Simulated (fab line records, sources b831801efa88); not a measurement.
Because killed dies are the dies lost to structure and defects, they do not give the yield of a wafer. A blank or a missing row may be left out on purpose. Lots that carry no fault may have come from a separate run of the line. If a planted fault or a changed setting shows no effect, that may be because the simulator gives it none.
Which tool is to blame? :: flow gf180mcu :: route of 602 steps, sampled at 1 step: 7 lots, 21 wafers

WHAT THE GAUGES READ, wafer by wafer
GF_STI_THK_MEAS_02.
lot: L949
measured: day 1 21:31
on: film-metro-01
STI_OXIDATION_THK (nm): 10.17 10.11 10.02

lot: L951
measured: day 2 07:38
on: film-metro-03
STI_OXIDATION_THK (nm): 10.11 10.12 10.12

lot: L955
measured: day 3 03:40
on: film-metro-03
STI_OXIDATION_THK (nm): 10.48 10.40 10.41

lot: L961
measured: day 4 09:52
on: film-metro-02
STI_OXIDATION_THK (nm): 9.98 9.88 9.94

lot: L965
measured: day 5 06:29
on: film-metro-03
STI_OXIDATION_THK (nm): 10.31 10.26 10.30

lot: L967
measured: day 5 15:31
on: film-metro-01
STI_OXIDATION_THK (nm): 9.95 9.95 9.88

lot: L969
measured: day 6 02:17
on: film-metro-03
STI_OXIDATION_THK (nm): 9.91 10.01 10.02

WHAT TOOL EACH LOT RAN ON (gives the tool, then ch and the chambers of the sampled wafers, and finally the start)
The record holds no process step before these readings.

THE ANSWER, worked out from the rows above alone
Rule: the lots themselves supply what counts as usual. Put in order of their means at a reading, lots are off if they are a third of the lots or fewer, leave a main group of 4 or more, and stand apart from it by a gap of 3 or more times the standard deviation of the main group's means; of several such gaps the widest counts. The tables above print the reading to a certain number of digits; a main group whose means all agree to those digits is not used. Also off: a lot with no number at a reading for which 4 or more lots have one. Any other lot the step has rows for is counted as sound.
Across all readings shown, no lot is off: no conclusion can be drawn from this.

WHAT THE SIMULATOR HAD PUT IN
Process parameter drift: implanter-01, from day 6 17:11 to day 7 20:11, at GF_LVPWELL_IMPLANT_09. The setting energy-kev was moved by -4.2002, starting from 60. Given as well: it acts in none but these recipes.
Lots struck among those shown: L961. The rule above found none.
